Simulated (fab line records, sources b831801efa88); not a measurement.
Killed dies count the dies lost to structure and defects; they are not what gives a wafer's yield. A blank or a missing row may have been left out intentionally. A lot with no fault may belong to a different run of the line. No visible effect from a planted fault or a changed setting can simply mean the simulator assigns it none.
The tool behind it: which one? | flow sky130 | 72 wafers from 24 lots sampled at 6 of the route's 708 steps

## WHAT THE GAUGES SHOWED, per wafer
SKY_VT_ADJUST_LVTN_TW_MEAS_21.
lot  | measured     | on            | VT_ADJUST_LVTN_2_TW
L074 | day 7 17:53  | film-metro-01 | 189.8 190.3 191.0
L075 | day 7 23:54  | film-metro-03 | 185.9 185.7 186.9
L076 | day 8 10:49  | film-metro-03 | 184.0 185.3 185.5
L077 | day 8 12:31  | film-metro-01 | 188.9 188.7 188.5
L078 | day 8 22:44  | film-metro-01 | 189.7 189.8 189.1
L079 | day 9 02:25  | film-metro-04 | 187.9 187.5 188.3
L080 | day 9 08:43  | film-metro-03 | 186.4 186.6 186.4
L081 | day 9 17:17  | film-metro-01 | 189.6 190.0 190.5
L082 | day 10 03:23 | film-metro-01 | 188.4 188.1 188.3
L083 | day 10 18:53 | film-metro-03 | 183.4 184.0 184.5
L085 | day 10 20:08 | film-metro-04 | 188.6 189.2 188.1
L084 | day 10 21:05 | film-metro-04 | 187.8 188.5 188.8
L086 | day 10 22:30 | film-metro-03 | 183.4 184.6 183.9
L087 | day 11 12:49 | film-metro-01 | 189.1 188.7 188.0
L088 | day 11 20:35 | film-metro-03 | 184.2 186.1 186.2
L089 | day 11 21:31 | film-metro-04 | 187.5 186.8 187.4
L090 | day 12 04:17 | film-metro-03 | 184.3 184.4 183.5
L091 | day 12 20:31 | film-metro-04 | 186.4 186.9 186.5
L092 | day 12 20:50 | film-metro-03 | 183.5 183.6 183.3
L093 | day 13 01:31 | film-metro-01 | 188.9 187.6 188.3
L094 | day 13 09:46 | film-metro-03 | 186.0 185.4 186.2
L095 | day 13 15:44 | film-metro-04 | 188.0 188.7 188.9
L096 | day 14 01:37 | film-metro-03 | 185.4 184.7 184.3
L097 | day 14 07:47 | film-metro-01 | 188.1 188.2 187.9

SKY_VIA3_RS_MEAS_22: a four-point-probe measurement.
lot  | measured     | on            | VIA3_W_RS (ohm/sq)
L074 | day 39 14:58 | film-metro-03 | 0.287 0.296 0.291
L075 | day 39 16:11 | film-metro-02 | 0.295 0.298 0.304
L076 | day 40 10:15 | film-metro-03 | 0.298 0.290 0.295
L077 | day 40 13:03 | film-metro-03 | 0.294 0.294 0.294
L078 | day 41 08:31 | film-metro-03 | 0.296 0.291 0.297
L079 | day 41 09:58 | film-metro-03 | 0.297 0.293 0.296
L080 | day 41 14:10 | film-metro-03 | 0.297 0.297 0.296
L081 | day 41 19:05 | film-metro-02 | 0.299 0.297 0.296
L082 | day 42 05:10 | film-metro-04 | 0.301 0.287 0.295
L083 | day 42 18:50 | film-metro-03 | 0.298 0.297 0.299
L085 | day 43 01:07 | film-metro-03 | 0.303 0.301 0.300
L084 | day 43 02:20 | film-metro-02 | 0.302 0.303 0.298
L086 | day 43 02:29 | film-metro-04 | 0.295 0.296 0.298
L087 | day 43 17:13 | film-metro-02 | 0.304 0.302 0.302
L088 | day 43 23:34 | film-metro-03 | 0.293 0.298 0.294
L089 | day 44 05:16 | film-metro-04 | 0.295 0.299 0.297
L090 | day 44 11:19 | film-metro-02 | 0.300 0.301 0.301
L091 | day 44 17:28 | film-metro-02 | 0.300 0.294 0.290
L092 | day 44 22:23 | film-metro-04 | 0.296 0.291 0.294
L093 | day 45 01:14 | film-metro-03 | 0.294 0.289 0.296
L094 | day 45 03:56 | film-metro-02 | 0.299 0.292 0.297
L095 | day 45 06:55 | film-metro-03 | 0.296 0.298 0.297
L096 | day 45 18:37 | film-metro-03 | 0.291 0.294 0.287
L097 | day 46 06:33 | film-metro-04 | 0.290 0.300 0.288

## EACH LOT AND THE TOOL THAT RAN IT (in order: tool; ch and the chambers of the sampled wafers; start)
lot  | SKY_VT_ADJUST_LVTN_STRIP_20          | SKY_LDD_LDN_STRIP_12                 | SKY_CONTACT_SPUTTER_23       | SKY_METAL1_SPUTTER_00
L074 | plasma-asher-02 ch 0,1, day 7 17:47  | plasma-asher-02 ch 0,1, day 22 19:18 | pvd-sputter-03, day 31 11:28 | pvd-sputter-03, day 31 12:07
L075 | plasma-asher-04 ch 0,1, day 7 23:49  | plasma-asher-03 ch 0,1, day 23 00:08 | pvd-sputter-03, day 31 15:56 | pvd-sputter-01, day 31 16:35
L076 | plasma-asher-04 ch 0,1, day 8 10:43  | plasma-asher-04 ch 0,1, day 23 17:45 | pvd-sputter-04, day 32 10:24 | pvd-sputter-02, day 32 11:04
L077 | plasma-asher-02 ch 0,1, day 8 12:25  | plasma-asher-04 ch 0,1, day 23 22:31 | pvd-sputter-03, day 32 12:49 | pvd-sputter-01, day 32 13:28
L078 | plasma-asher-04 ch 0,1, day 8 22:37  | plasma-asher-04 ch 1, day 24 22:13   | pvd-sputter-04, day 33 10:11 | pvd-sputter-01, day 33 10:55
L079 | plasma-asher-04 ch 0,1, day 9 02:19  | plasma-asher-03 ch 0,1, day 24 22:24 | pvd-sputter-03, day 33 13:16 | pvd-sputter-02, day 33 13:55
L080 | plasma-asher-03 ch 0,1, day 9 08:37  | plasma-asher-03 ch 0,1, day 25 05:45 | pvd-sputter-03, day 33 16:46 | pvd-sputter-02, day 33 17:25
L081 | plasma-asher-04 ch 0,1, day 9 17:11  | plasma-asher-03 ch 0,1, day 25 12:55 | pvd-sputter-01, day 33 23:05 | pvd-sputter-03, day 33 23:44
L082 | plasma-asher-04 ch 0,1, day 10 03:19 | plasma-asher-04 ch 0,1, day 26 00:03 | pvd-sputter-01, day 34 12:58 | pvd-sputter-02, day 34 13:37
L083 | plasma-asher-02 ch 0,1, day 10 18:46 | plasma-asher-02 ch 0,1, day 26 14:46 | pvd-sputter-04, day 35 00:44 | pvd-sputter-03, day 35 01:35
L085 | plasma-asher-03 ch 0,1, day 10 20:01 | plasma-asher-02 ch 0,1, day 26 19:03 | pvd-sputter-03, day 35 08:14 | pvd-sputter-02, day 35 09:25
L084 | plasma-asher-04 ch 0,1, day 10 20:58 | plasma-asher-02 ch 0,1, day 26 22:16 | pvd-sputter-03, day 35 09:13 | pvd-sputter-01, day 35 10:01
L086 | plasma-asher-04 ch 0,1, day 10 22:23 | plasma-asher-03 ch 0,1, day 27 01:40 | pvd-sputter-04, day 35 09:29 | pvd-sputter-02, day 35 10:19
L087 | plasma-asher-04 ch 0, day 11 12:43   | plasma-asher-02 ch 0,1, day 27 14:59 | pvd-sputter-04, day 36 02:30 | pvd-sputter-02, day 36 03:10
L088 | plasma-asher-02 ch 0,1, day 11 20:31 | plasma-asher-04 ch 0,1, day 28 01:29 | pvd-sputter-01, day 36 10:16 | pvd-sputter-02, day 36 10:55
L089 | plasma-asher-03 ch 0,1, day 11 21:25 | plasma-asher-04 ch 0,1, day 28 13:24 | pvd-sputter-01, day 36 17:58 | pvd-sputter-03, day 36 18:37
L090 | plasma-asher-03 ch 1, day 12 04:10   | plasma-asher-04 ch 0,1, day 28 17:31 | pvd-sputter-03, day 36 23:43 | pvd-sputter-02, day 37 00:22
L091 | plasma-asher-04 ch 0, day 12 20:25   | plasma-asher-04 ch 0,1, day 29 01:22 | pvd-sputter-04, day 37 06:49 | pvd-sputter-02, day 37 07:28
L092 | plasma-asher-04 ch 0,1, day 12 20:45 | plasma-asher-03 ch 0,1, day 29 08:59 | pvd-sputter-03, day 37 12:20 | pvd-sputter-02, day 37 12:59
L093 | plasma-asher-04 ch 0,1, day 13 01:25 | plasma-asher-02 ch 0,1, day 29 11:24 | pvd-sputter-04, day 37 15:40 | pvd-sputter-01, day 37 16:20
L094 | plasma-asher-04 ch 0,1, day 13 09:40 | plasma-asher-04 ch 0,1, day 29 15:49 | pvd-sputter-01, day 37 18:04 | pvd-sputter-02, day 37 18:44
L095 | plasma-asher-03 ch 0,1, day 13 15:38 | plasma-asher-02 ch 0,1, day 29 21:48 | pvd-sputter-01, day 38 00:43 | pvd-sputter-02, day 38 01:22
L096 | plasma-asher-04 ch 0,1, day 14 01:31 | plasma-asher-02 ch 0,1, day 30 11:21 | pvd-sputter-04, day 38 13:17 | pvd-sputter-02, day 38 13:56
L097 | plasma-asher-04 ch 0,1, day 14 07:40 | plasma-asher-03 ch 0,1, day 31 02:42 | pvd-sputter-04, day 39 04:28 | pvd-sputter-01, day 39 05:07
- SKY_VT_ADJUST_LVTN_STRIP_20: strips in O2/N2.
- SKY_LDD_LDN_STRIP_12: strips in O2/N2.
- SKY_CONTACT_SPUTTER_23: material TiN, target thk 20 nm, time 80 s.
- SKY_METAL1_SPUTTER_00: material Ti, target thk 15 nm, time 10 s.

## WHAT THE TOOLS THEMSELVES READ (means of the sampled wafers that have a number; where no wafer has one, the mark that the record gives instead)
SKY_VT_ADJUST_LVTN_STRIP_20.
lot  | tool            | drypump-motor-current-A (A) | oes-product-au (a.u.) | strip-time-to-endpoint-s (s)
L074 | plasma-asher-02 | 5.7                         | 0.714                 | 14.18
L075 | plasma-asher-04 | 6.4                         | 0.718                 | 14.19
L076 | plasma-asher-04 | 6.3                         | 0.715                 | 14.20
L077 | plasma-asher-02 | 5.7                         | 0.712                 | 14.20
L078 | plasma-asher-04 | 6.3                         | 0.714                 | 14.19
L079 | plasma-asher-04 | 6.4                         | 0.718                 | 14.20
L080 | plasma-asher-03 | 5.7                         | 0.714                 | 14.24
L081 | plasma-asher-04 | 6.4                         | 0.716                 | 14.20
L082 | plasma-asher-04 | 6.3                         | 0.716                 | 14.14
L083 | plasma-asher-02 | 5.7                         | 0.719                 | 14.13
L085 | plasma-asher-03 | 5.6                         | 0.717                 | 14.20
L084 | plasma-asher-04 | 6.3                         | 0.720                 | 14.16
L086 | plasma-asher-04 | 6.3                         | 0.719                 | 14.20
L087 | plasma-asher-04 | 6.5                         | 0.716                 | 14.14
L088 | plasma-asher-02 | 5.7                         | 0.712                 | 14.21
L089 | plasma-asher-03 | 5.6                         | 0.715                 | 14.17
L090 | plasma-asher-03 | 5.5                         | 0.717                 | 14.15
L091 | plasma-asher-04 | 6.4                         | 0.718                 | 14.16
L092 | plasma-asher-04 | 6.3                         | 0.715                 | 14.21
L093 | plasma-asher-04 | 6.3                         | 0.713                 | 14.19
L094 | plasma-asher-04 | 6.3                         | 0.722                 | 14.19
L095 | plasma-asher-03 | 5.7                         | 0.713                 | 14.21
L096 | plasma-asher-04 | 6.4                         | 0.718                 | 14.18
L097 | plasma-asher-04 | 6.4                         | 0.712                 | 14.16

SKY_LDD_LDN_STRIP_12.
lot  | tool            | drypump-motor-current-A (A) | oes-product-au (a.u.) | strip-time-to-endpoint-s (s)
L074 | plasma-asher-02 | 5.7                         | 0.715                 | 14.22
L075 | plasma-asher-03 | 5.6                         | 0.710                 | 14.19
L076 | plasma-asher-04 | 6.4                         | 0.717                 | 14.22
L077 | plasma-asher-04 | 6.3                         | 0.723                 | 14.23
L078 | plasma-asher-04 | 6.2                         | 0.713                 | 14.26
L079 | plasma-asher-03 | 5.6                         | 0.713                 | 14.18
L080 | plasma-asher-03 | 5.6                         | 0.716                 | 14.18
L081 | plasma-asher-03 | 5.6                         | 0.714                 | 14.18
L082 | plasma-asher-04 | 6.3                         | 0.721                 | 14.20
L083 | plasma-asher-02 | 5.7                         | 0.718                 | 14.16
L085 | plasma-asher-02 | 5.7                         | 0.716                 | 14.22
L084 | plasma-asher-02 | 5.7                         | 0.718                 | 14.22
L086 | plasma-asher-03 | 5.6                         | 0.714                 | 14.18
L087 | plasma-asher-02 | 5.7                         | 0.715                 | 14.18
L088 | plasma-asher-04 | 6.3                         | 0.718                 | 14.20
L089 | plasma-asher-04 | 6.3                         | 0.720                 | 14.16
L090 | plasma-asher-04 | 6.4                         | 0.710                 | 14.22
L091 | plasma-asher-04 | 6.4                         | 0.715                 | 14.15
L092 | plasma-asher-03 | 5.7                         | 0.711                 | 14.19
L093 | plasma-asher-02 | 5.7                         | 0.716                 | 14.19
L094 | plasma-asher-04 | 6.3                         | 0.714                 | 14.22
L095 | plasma-asher-02 | 5.7                         | 0.717                 | 14.16
L096 | plasma-asher-02 | 5.7                         | 0.716                 | 14.23
L097 | plasma-asher-03 | 5.6                         | 0.722                 | 14.27

SKY_CONTACT_SPUTTER_23.
lot  | tool           | throttle-valve-pct (%)
L074 | pvd-sputter-03 | 30.8
L075 | pvd-sputter-03 | 30.2
L076 | pvd-sputter-04 | 29.4
L077 | pvd-sputter-03 | 29.7
L078 | pvd-sputter-04 | 29.6
L079 | pvd-sputter-03 | 30.8
L080 | pvd-sputter-03 | 30.7
L081 | pvd-sputter-01 | 30.1
L082 | pvd-sputter-01 | 31.0
L083 | pvd-sputter-04 | 29.5
L085 | pvd-sputter-03 | 30.7
L084 | pvd-sputter-03 | 30.2
L086 | pvd-sputter-04 | 30.0
L087 | pvd-sputter-04 | 29.4
L088 | pvd-sputter-01 | 30.4
L089 | pvd-sputter-01 | 30.9
L090 | pvd-sputter-03 | 30.3
L091 | pvd-sputter-04 | 29.9
L092 | pvd-sputter-03 | 30.2
L093 | pvd-sputter-04 | 29.4
L094 | pvd-sputter-01 | 30.7
L095 | pvd-sputter-01 | 31.4
L096 | pvd-sputter-04 | 29.3
L097 | pvd-sputter-04 | 30.0

SKY_METAL1_SPUTTER_00.
lot  | tool           | throttle-valve-pct (%)
L074 | pvd-sputter-03 | 30.9
L075 | pvd-sputter-01 | 30.0
L076 | pvd-sputter-02 | 29.5
L077 | pvd-sputter-01 | 31.4
L078 | pvd-sputter-01 | 30.4
L079 | pvd-sputter-02 | 30.0
L080 | pvd-sputter-02 | 30.0
L081 | pvd-sputter-03 | 30.9
L082 | pvd-sputter-02 | 31.0
L083 | pvd-sputter-03 | 30.0
L085 | pvd-sputter-02 | 30.9
L084 | pvd-sputter-01 | 30.8
L086 | pvd-sputter-02 | 30.4
L087 | pvd-sputter-02 | 30.0
L088 | pvd-sputter-02 | 29.9
L089 | pvd-sputter-03 | 30.6
L090 | pvd-sputter-02 | 30.4
L091 | pvd-sputter-02 | 30.3
L092 | pvd-sputter-02 | 29.6
L093 | pvd-sputter-01 | 31.8
L094 | pvd-sputter-02 | 28.9
L095 | pvd-sputter-02 | 30.0
L096 | pvd-sputter-02 | 29.4
L097 | pvd-sputter-01 | 31.8

## THE ANSWER, worked out from the rows above alone
Rule: what is usual is taken from the lots themselves. Put in order of their means at a reading, lots are off if they are a third of the lots or fewer, leave a main group of 4 or more, and stand apart from it by a gap of 3 or more times the standard deviation of the main group's means; of several such gaps the widest counts. Not used: any main group whose means are identical at the precision the tables above print for the reading. Also off: a lot with no number at a reading for which 4 or more lots have one. Where the step has rows for the other lots, those lots are counted as sound. After the gauges, taken in route order, come the tools' own readings; for these a lot's mean is taken, as printed above. At the first step where some lot is off, the reading lying furthest off is the one used; lots without a number count as furthest.
No lot is off on any of the readings shown, so nothing can be concluded from this.

## WHAT THE SIMULATOR HAD INSERTED
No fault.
